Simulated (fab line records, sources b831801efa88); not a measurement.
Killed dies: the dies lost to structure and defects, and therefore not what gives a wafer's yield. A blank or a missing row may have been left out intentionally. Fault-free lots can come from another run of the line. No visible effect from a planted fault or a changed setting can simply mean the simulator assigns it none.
A struck lot beside a sound one    flow sky130    32 out of 708 route steps
Sound: wafers L902.2, L902.3, L902.4. Struck: wafers L912.1, L912.4, L912.5. Last of all comes the cause.
Per side, at each step with rows, come the tool, then ch with its chambers, and then its first start. Under that, the readings that differ: sound wafers    struck wafers    difference of the means    sigmas: that difference in standard deviations of wafers without a fault.
alike: words and numbers the same on both sides, and readings whose means are apart by under 2 such deviations; not compared: readings that were withheld, readings missing a value for some wafer, numbers with overlapping values and no deviation given by the record, and bounds like >300 which may hide the same value.
A row with sigmas, a row that says differs or no value, or rows on one side alone: a step with any of these is where the two part. Numbers that don't overlap but have no deviation are shown without sigmas and don't part them. A reading missing from all wafers of one side parts the sides only when that side holds two or more wafers.

first, 4 steps without rows for these wafers: SKY_LOCAL_INTERCONNECT_SOFTBAKE_07 (time 90 s); SKY_LOCAL_INTERCONNECT_EXPOSE_08 (exposes mask LI1M, target cd 170 nm); SKY_LOCAL_INTERCONNECT_PEB_09; SKY_LOCAL_INTERCONNECT_DEVELOP_10 (develop time 60 s).
SKY_LOCAL_INTERCONNECT_CD_MEAS_11: target cd 170 nm.
  struck on cd_sem-02, day 34 13:39; sound on cd_sem-01, day 31 06:04
  alike: cd_nm
SKY_LOCAL_INTERCONNECT_OVL_MEAS_12:
  struck on overlay-02, day 34 13:46; sound on overlay-02, day 31 06:11
  alike: LOCAL_INTERCONNECT_OVL
then, 2 steps without rows for these wafers: SKY_LOCAL_INTERCONNECT_ETCH_13 (etches BARC in N2/H2, stops on SiO2, time 45.9 s, target depth 60 nm); SKY_LOCAL_INTERCONNECT_METAL_ETCH_14 (etches TiN in Cl2/BCl3, stops on PSG, target depth 110 nm, time 31.4 s).
SKY_LOCAL_INTERCONNECT_STRIP_15: strips in O2/N2.
  sound on plasma_asher-02 ch 0,1, day 31 06:26; struck on plasma_asher-02 ch 0,1, day 34 13:55
  alike: drypump_motor_current_A, oes_product_au, strip_time_to_endpoint_s
  not compared: rf_hours_counter_h
then, 3 steps without rows for these wafers: SKY_LOCAL_INTERCONNECT_STRIP_16 (strips in post etch residue remover, time 1200 s); SKY_LOCAL_INTERCONNECT_CLEAN_17 (cleans in IPA, time 180 s); SKY_LOCAL_INTERCONNECT_CLEAN_18 (cleans in O3/DIW).
SKY_CONTACT_CVD_00: deposits Si3N4, target thk 75 nm.
  sound on pecvd-01 ch 0,1, day 31 07:04; struck on pecvd-02 ch 0,2, day 34 14:33
  no value came back on the struck wafers for heater_power_outer_w (W), heater_power_w (W); on the sound wafers heater_power_outer_w (W) reads 426 389 434
then, 1 step without rows for these wafers: SKY_CONTACT_HDPCVD_02 (deposits SiO2, target thk 565 nm, time 94.2 s).
SKY_CONTACT_THK_MEAS_03:
  struck on film_metro-04, day 34 14:43; sound on film_metro-02, day 31 07:15
reading                  sound        struck       difference  sigmas
CONTACT_HDPCVD_THK (nm)  548 565 554  572 565 568  +13         +2
SKY_CONTACT_CMP_04: polishes SiO2.
  sound on cmp-02 ch 0,2,3, day 31 07:18; struck on cmp-02 ch 1,2, day 34 14:46
  alike: motor_current_A
SKY_CONTACT_BOW_MEAS_05:
  struck on film_metro-04, day 34 15:04; sound on film_metro-04, day 31 07:37
  alike: CONTACT_BOW
then, 8 steps without rows for these wafers: SKY_CONTACT_DEHYDRATE_06 (time 60 s); SKY_CONTACT_HMDS_07 (prime time 60 s); SKY_CONTACT_COAT_08 (resist thk 60 nm); SKY_CONTACT_COAT_09 (resist thk 446 nm); SKY_CONTACT_SOFTBAKE_10 (time 90 s); SKY_CONTACT_EXPOSE_11 (exposes mask CTM1, target cd 170 nm); SKY_CONTACT_PEB_12; SKY_CONTACT_DEVELOP_13 (develop time 60 s).
SKY_CONTACT_CD_MEAS_14: target cd 170 nm.
  struck on cd_sem-01, day 35 16:42; sound on cd_sem-02, day 32 11:10
  alike: cd_nm
SKY_CONTACT_OVL_MEAS_15:
  struck on overlay-01, day 35 16:49; sound on overlay-01, day 32 11:17
  alike: CONTACT_OVL
SKY_CONTACT_ETCH_16: etches BARC in N2/H2, stops on SiO2, time 45.9 s, target depth 60 nm.
  sound on rie_diel-03 ch 0,1,3, day 32 11:19; struck on rie_diel-01 ch 0,2,3, day 35 16:52
  alike: drypump_motor_current_A, oes_product_au, throttle_valve_pct
  not compared: rf_hours_counter_h
SKY_CONTACT_ETCH_17: etches SiO2 in C4F8/O2/Ar, stops on Si3N4, target depth 340 nm.
  sound on rie_diel-03 ch 0,1,3, day 32 11:21; struck on rie_diel-01 ch 0,2,3, day 35 16:54
  alike: oes_product_au
SKY_CONTACT_ETCH_18: etches Si3N4 in CHF3/O2, stops on TiN, time 39 s, target depth 75 nm.
  sound: rie_diel-03 ch 0,1,3; struck: rie_diel-01 ch 0,2,3
reading                   sound              struck             difference  sigmas
oes_product_au (a.u.)     0.849 0.845 0.861  0.371 0.369 0.372  -0.481      -57
throttle_valve_pct (%)    8.787 8.788 8.800  8.659 8.675 8.684  -0.119      -14
model.etch.depth_nm (nm)  73.57 73.27 74.67  0 0 0              -74         
  alike: drypump_motor_current_A
  not compared: rf_hours_counter_h
SKY_CONTACT_STRIP_19: strips in O2/N2.
  sound on plasma_asher-04 ch 0,1, day 32 11:26; struck on plasma_asher-02 ch 0,1, day 35 16:59
  alike: drypump_motor_current_A, oes_product_au, strip_time_to_endpoint_s
  not compared: rf_hours_counter_h
-- the record jumps here: 13 days lie between the struck wafers' starts before and after (it left off in module CONTACT and takes up again in module PAD_OPEN, whose first step shown is number 708 of the route) --
SKY_PAD_OPEN_PROBE_99:
  struck on prober-02, day 48 18:56; sound on prober-01, day 46 09:40
reading                           sound  struck  difference  sigmas
model.etest.met1_comb.over_limit  0 0 0  1 1 1   +1          
  alike: killed_at_M0_to_M3, killed_at_M4_up, killed_at_contacts, killed_at_front_end, killed_at_other, killed_dies, killed_open, killed_short

== WHERE THEY PART ==
First at SKY_CONTACT_CVD_00; last, within this record, at SKY_CONTACT_ETCH_18. Later steps at which nothing parts them and some readings are alike: SKY_CONTACT_STRIP_19, SKY_PAD_OPEN_PROBE_99.

WHY: what had been put in by the simulator
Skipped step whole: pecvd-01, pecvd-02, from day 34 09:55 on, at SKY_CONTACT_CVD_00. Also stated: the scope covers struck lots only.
